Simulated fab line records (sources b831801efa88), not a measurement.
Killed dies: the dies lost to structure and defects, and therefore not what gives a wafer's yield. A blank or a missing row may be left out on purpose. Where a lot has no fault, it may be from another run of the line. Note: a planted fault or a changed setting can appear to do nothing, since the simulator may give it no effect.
2 desks, one fault / flow sky130 / numbers are kept per desk, each desk with only its own; the story behind them comes last

== TOOL OWNER'S DESK, cmp-02 ==
The tool's own readings at SKY_VIA3_CMP_24 (polishes, stops on SiO2, t overpolish 20 s, target thk 0 nm): means of the sampled wafers that have a number, for each lot that ran on this tool. Marked OUT: a lot whose mean sits more than 4 standard deviations from the usual mean, which makes it out of limits; the brackets give that distance.
Columns: A = motor_current_A at SKY_VIA3_CMP_24, usual 11.3 A; B = overpolish_run_s at SKY_VIA3_CMP_24, usual 19.999 s; C = slurry_flow_ml_min at SKY_VIA3_CMP_24, usual 150.0; D = time_to_endpoint_s at SKY_VIA3_CMP_24, usual 95 s
lot=L283; first seen here=day 39 16:02; A=11.2; B=19.997; C=149.6; D=89
lot=L284; first seen here=day 39 20:41; A=11.4; B=20.008; C=149.9; D=92
lot=L285; first seen here=day 40 08:46; A=11.4; B=19.989; C=150.0; D=96
lot=L286; first seen here=day 41 01:36; A=11.3; B=19.992; C=149.9; D=97
lot=L288; first seen here=day 41 09:44; A=11.5; B=19.994; C=149.7; D=98
lot=L292; first seen here=day 42 21:39; A=11.0; B=20.002; C=150.5; D=93
lot=L295; first seen here=day 43 05:19; A=10.8; B=20.007; C=150.1; D=94
lot=L296; first seen here=day 43 15:19; A=11.6; B=20.010; C=150.1; D=92
lot=L299; first seen here=day 44 05:23; A=10.6; B=19.991; C=150.1; D=91
Finding of this desk: none of the 9 lots has anything out of limits.

== THE METROLOGY DESK ==
Lot by lot, what the gauges showed, no matter which tool ran the lot: averages of those sampled wafers that carry a number. Marked OUT: a lot whose mean sits more than 4 standard deviations from the usual mean, which makes it out of limits; the brackets give that distance.
Columns: A = CAP2M_TIN_THK at SKY_CAP2M_THK_MEAS_04, usual 202.2 nm; B = PAD_OPEN_BOW at SKY_PAD_OPEN_BOW_MEAS_13, usual 46 um
lot=L283; first seen here=day 39 16:47; A=201.3; B=45
lot=L284; first seen here=day 39 21:24; A=200.5; B=42
lot=L285; first seen here=day 40 09:34; A=200.1; B=46
lot=L286; first seen here=day 41 02:22; A=201.1; B=50
lot=L287; first seen here=day 41 03:31; A=203.0; B=49
lot=L288; first seen here=day 41 10:25; A=200.4; B=32
lot=L293; first seen here=day 42 17:13; A=199.0; B=51
lot=L292; first seen here=day 42 22:23; A=200.4; B=39
lot=L295; first seen here=day 43 06:05; A=203.3; B=46
lot=L296; first seen here=day 43 16:05; A=206.1; B=54
lot=L299; first seen here=day 44 06:07; A=202.1; B=50
lot=L303; first seen here=day 45 06:34; A=201.4; B=56
Finding of this desk: none of the 12 lots has anything out of limits.

== PUT TOGETHER ==
The tool owner's desk saw nothing out of limits.
From the metrology desk's view, nothing was out of limits.

== WHAT THE SIMULATOR HAD PUT IN ==
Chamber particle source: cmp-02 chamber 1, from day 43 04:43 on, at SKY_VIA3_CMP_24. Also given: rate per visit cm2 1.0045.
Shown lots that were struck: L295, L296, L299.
